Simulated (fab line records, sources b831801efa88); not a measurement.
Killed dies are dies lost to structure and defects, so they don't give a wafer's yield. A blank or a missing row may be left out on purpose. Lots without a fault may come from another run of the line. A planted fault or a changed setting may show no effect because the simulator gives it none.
Which tool did it? | flow gf180mcu | 11 lots, 33 wafers sampled, at 3 steps of a route of 602

WHAT THE GAUGES READ, wafer by wafer
GF_M2_RS_MEAS_05: measures by four-point-probe.
lot  | measured     | on            | M2_ALCU_RS (ohm/sq)
L551 | day 18 21:34 | film_metro-02 | 0.0697 0.0689 0.0694
L552 | day 19 10:30 | film_metro-02 | 0.1056 0.1030 0.1022
L554 | day 20 03:48 | film_metro-02 | 0.1053 0.1034 0.1020
L561 | day 22 18:00 | film_metro-03 | 0.0697 0.0695 0.0690
L563 | day 23 11:39 | film_metro-01 | 0.0698 0.0687 0.0692
L564 | day 23 20:21 | film_metro-01 | 0.0701 0.0690 0.0705
L565 | day 24 05:08 | film_metro-02 | 0.0704 0.0701 0.0705
L566 | day 24 08:18 | film_metro-03 | 0.0700 0.0686 0.0704
L567 | day 24 12:34 | film_metro-02 | 0.0685 0.0691 0.0686
L568 | day 24 22:35 | film_metro-03 | 0.0696 0.0694 0.0685
L569 | day 25 08:05 | film_metro-02 | 0.0693 0.0696 0.0699

WHICH TOOL RAN EACH LOT (tool, then ch and the chambers of the sampled wafers, then the start)
lot  | GF_M1_METAL_ETCH_16               | GF_M2_SPUTTER_02
L551 | rie_metal-02 ch 0, day 17 19:55   | pvd_sputter-03, day 18 21:29
L552 | rie_metal-03 ch 0,1, day 18 08:16 | pvd_sputter-03, day 19 10:23
L554 | rie_metal-03 ch 0,1, day 19 00:13 | pvd_sputter-03, day 20 03:43
L561 | rie_metal-03 ch 0,1, day 21 15:37 | pvd_sputter-02, day 22 17:55
L563 | rie_metal-03 ch 0,1, day 22 09:46 | pvd_sputter-03, day 23 11:32
L564 | rie_metal-04 ch 0,1, day 22 18:40 | pvd_sputter-04, day 23 20:14
L565 | rie_metal-03 ch 0,1, day 23 03:28 | pvd_sputter-02, day 24 05:03
L566 | rie_metal-03 ch 0,1, day 23 06:43 | pvd_sputter-04, day 24 08:11
L567 | rie_metal-02 ch 0, day 23 10:56   | pvd_sputter-02, day 24 12:28
L568 | rie_metal-03 ch 1, day 23 21:31   | pvd_sputter-03, day 24 22:29
L569 | rie_metal-02 ch 0, day 24 07:03   | pvd_sputter-02, day 25 07:59
- GF_M1_METAL_ETCH_16: etches the open film in Cl2/BCl3, stops on SiO2, target depth 750.8 nm, time 125.1 s.
- GF_M2_SPUTTER_02: material AlCu, target thk 450 nm, time 23.9 s.

THE ANSWER, worked out from the rows above alone
Rule: what is usual is taken from the lots themselves. Put in order of their means at a reading, lots are off if they are a third of the lots or fewer, leave a main group of 4 or more, and stand apart from it by a gap of 3 or more times the standard deviation of the main group's means; of several such gaps the widest counts. A main group whose means are all the same, to the digits that the tables above print for the reading, isn't used. A lot without any number at a reading at which 4 lots or more have one is off too. The other lots that the step has rows for count as sound.
Off: L552, L554, at GF_M2_RS_MEAS_05 (M2_ALCU_RS). The main group: mean 0.0695 ohm/sq, standard deviation 0.00043.
A tool fits if, at a process step before that reading, it ran every lot that is off, and no sound lot after the first of them. The gauges at GF_M2_RS_MEAS_05 are tried like those tools. None of those tried fits.

WHAT THE SIMULATOR HAD PUT IN
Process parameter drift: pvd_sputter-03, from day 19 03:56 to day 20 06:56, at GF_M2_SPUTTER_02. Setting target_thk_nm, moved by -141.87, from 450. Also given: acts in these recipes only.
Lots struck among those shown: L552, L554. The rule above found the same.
